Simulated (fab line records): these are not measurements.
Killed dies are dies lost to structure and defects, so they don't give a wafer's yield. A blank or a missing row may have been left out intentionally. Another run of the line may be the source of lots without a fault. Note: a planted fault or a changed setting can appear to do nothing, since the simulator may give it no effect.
Which of the tools did it? / flow sky130 / route of 708 steps, sampled at 1 step: 13 lots, 39 wafers

## WHAT THE GAUGES SHOWED, per wafer
SKY_NWELL_RS_MEAS_31: the measuring method here is four-point-probe.
lot=L118; measured=day 5 13:44; on=film_metro-02; PWDE_RS (ohm/sq)=5287 5287 5280
lot=L119; measured=day 5 15:51; on=film_metro-02; PWDE_RS (ohm/sq)=5264 5290 5289
lot=L120; measured=day 5 20:03; on=film_metro-01; PWDE_RS (ohm/sq)=5290 5262 5269
lot=L122; measured=day 6 09:40; on=film_metro-01; PWDE_RS (ohm/sq)=5291 5292 5302
lot=L126; measured=day 7 09:11; on=film_metro-01; PWDE_RS (ohm/sq)=5290 5273 5305
lot=L128; measured=day 7 23:02; on=film_metro-02; PWDE_RS (ohm/sq)=5313 5298 5276
lot=L129; measured=day 8 03:29; on=film_metro-02; PWDE_RS (ohm/sq)=5265 5278 5294
lot=L133; measured=day 9 02:43; on=film_metro-02; PWDE_RS (ohm/sq)=5280 5276 5293
lot=L136; measured=day 10 00:47; on=film_metro-01; PWDE_RS (ohm/sq)=5287 5295 5272
lot=L137; measured=day 10 08:13; on=film_metro-04; PWDE_RS (ohm/sq)=5269 5269 5261
lot=L138; measured=day 10 13:22; on=film_metro-01; PWDE_RS (ohm/sq)=5269 5275 5273
lot=L140; measured=day 10 21:46; on=film_metro-01; PWDE_RS (ohm/sq)=5289 5301 5291
lot=L141; measured=day 12 03:40; on=film_metro-01; PWDE_RS (ohm/sq)=5277 5291 5272

## EACH LOT AND THE TOOL THAT RAN IT (in order: tool; ch and the chambers of the sampled wafers; start)
There is no process step in the record ahead of these readings.

## WHAT THE TOOLS THEMSELVES READ (means of the sampled wafers that have a number; where no wafer has one, the mark that the record gives instead)
The record holds no such reading with a usual standard deviation.

## THE ANSWER, worked out from the rows above alone
Rule: the usual values come from the lots themselves. The widest of any qualifying gaps counts: lots, ordered by their means at a reading, are off when they make up no more than a third of the lots, leave a main group of 4 or more, and stand apart from it by 3 or more times the standard deviation of that group's means. A main group whose means are all the same, to the digits that the tables above print for the reading, isn't used. A lot without any number at a reading at which 4 lots or more have one is off too. All remaining lots with rows at the step are treated as sound. After the gauges, taken in route order, come the tools' own readings; for these a lot's mean is taken, as printed above. The first step at which some lot is off is used, and at that step the reading that is off furthest; a lot without a number counts as furthest.
Nothing can be told from this: no lot is off at any reading shown.

## WHAT WAS PUT IN BY THE SIMULATOR
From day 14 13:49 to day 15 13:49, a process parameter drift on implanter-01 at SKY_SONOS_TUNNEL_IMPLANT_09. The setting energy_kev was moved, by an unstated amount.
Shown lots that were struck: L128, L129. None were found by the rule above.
